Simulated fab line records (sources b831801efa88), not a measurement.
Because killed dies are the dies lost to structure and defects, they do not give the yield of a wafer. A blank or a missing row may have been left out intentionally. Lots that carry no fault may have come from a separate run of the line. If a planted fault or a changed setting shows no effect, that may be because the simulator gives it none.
What tool caused it?    flow sky130    13 lots with 39 wafers sampled at 2 steps, on a route of 708 steps

WHAT THE GAUGES SHOWED, per wafer
SKY_VIA4_OVL_MEAS_11.
lot   measured      on          VIA4_OVL (nm)
L648  day 42 13:04  overlay-01  -0.7 2.0 -0.5
L651  day 43 16:35  overlay-01  -0.8 -0.5 -1.5
L649  day 43 14:32  overlay-01  0.6 0.7 0.5
L650  day 43 17:53  overlay-02  1.2 -0.3 1.6
L652  day 44 02:34  overlay-01  0.1 3.9 3.1
L653  day 44 03:32  overlay-01  3.8 2.6 2.8
L654  day 44 08:33  overlay-01  1.0 -0.1 1.3
L656  day 45 01:50  overlay-02  0.8 2.6 0.6
L659  day 45 23:26  overlay-01  -2.1 -4.2 -1.1
L660  day 46 00:41  overlay-01  2.6 2.9 3.9
L665  day 47 19:02  overlay-01  0.7 1.7 1.3
L670  day 48 20:47  overlay-02  -0.4 -0.5 0.2
L669  day 49 00:08  overlay-01  1.4 1.1 1.1

EACH LOT AND THE TOOL THAT RAN IT (in order: tool; ch and the chambers of the sampled wafers; start)
lot   SKY_RES_XHIGH_EXPOSE_04
L648  ilineStepper-02 ch 0, day 25 19:27
L651  ilineStepper-01 ch 0, day 27 03:07
L649  ilineStepper-02 ch 0, day 27 03:25
L650  ilineStepper-01 ch 0, day 27 03:44
L652  ilineStepper-02 ch 0, day 27 15:10
L653  ilineStepper-01 ch 0, day 27 19:05
L654  ilineStepper-01 ch 0, day 28 02:12
L656  ilineStepper-02 ch 0, day 28 19:31
L659  ilineStepper-02 ch 0, day 30 01:36
L660  ilineStepper-01 ch 0, day 30 09:05
L665  ilineStepper-02 ch 0, day 32 08:32
L670  ilineStepper-02 ch 0, day 34 05:17
L669  ilineStepper-02 ch 0, day 34 05:38
- SKY_RES_XHIGH_EXPOSE_04: exposes mask URPM, target cd 1270 nm.

WHAT THE TOOLS THEMSELVES READ (means of the sampled wafers that have a number; where no wafer has one, the mark that the record gives instead)
SKY_RES_XHIGH_EXPOSE_04.
lot   tool             exposureDoseMJCm2  reticleTempC (C)
L648  ilineStepper-02  139.90             23.03
L651  ilineStepper-01  140.08             23.03
L649  ilineStepper-02  139.97             22.76
L650  ilineStepper-01  139.65             22.95
L652  ilineStepper-02  139.84             23.03
L653  ilineStepper-01  140.02             23.08
L654  ilineStepper-01  140.01             23.03
L656  ilineStepper-02  139.97             23.14
L659  ilineStepper-02  139.99             22.94
L660  ilineStepper-01  140.04             22.98
L665  ilineStepper-02  139.97             22.85
L670  ilineStepper-02  140.01             22.95
L669  ilineStepper-02  140.09             23.14

THE ANSWER, worked out from the rows above alone
Rule: the usual values come from the lots themselves. Put in order of their means at a reading, lots are off if they are a third of the lots or fewer, leave a main group of 4 or more, and stand apart from it by a gap of 3 or more times the standard deviation of the main group's means; of several such gaps the widest counts. The tables above print the reading to a certain number of digits; a main group whose means all agree to those digits is not used. Also off: a lot with no number at a reading for which 4 or more lots have one. Where the step has rows for the other lots, those lots are counted as sound. Order of review: gauges by route order, followed by the tools' own readings, for which a lot's mean as printed above is used. At the first step where some lot is off, the reading lying furthest off is the one used; lots without a number count as furthest.
No lot is off at any reading shown: from this, nothing can be told.

WHAT THE SIMULATOR PUT IN
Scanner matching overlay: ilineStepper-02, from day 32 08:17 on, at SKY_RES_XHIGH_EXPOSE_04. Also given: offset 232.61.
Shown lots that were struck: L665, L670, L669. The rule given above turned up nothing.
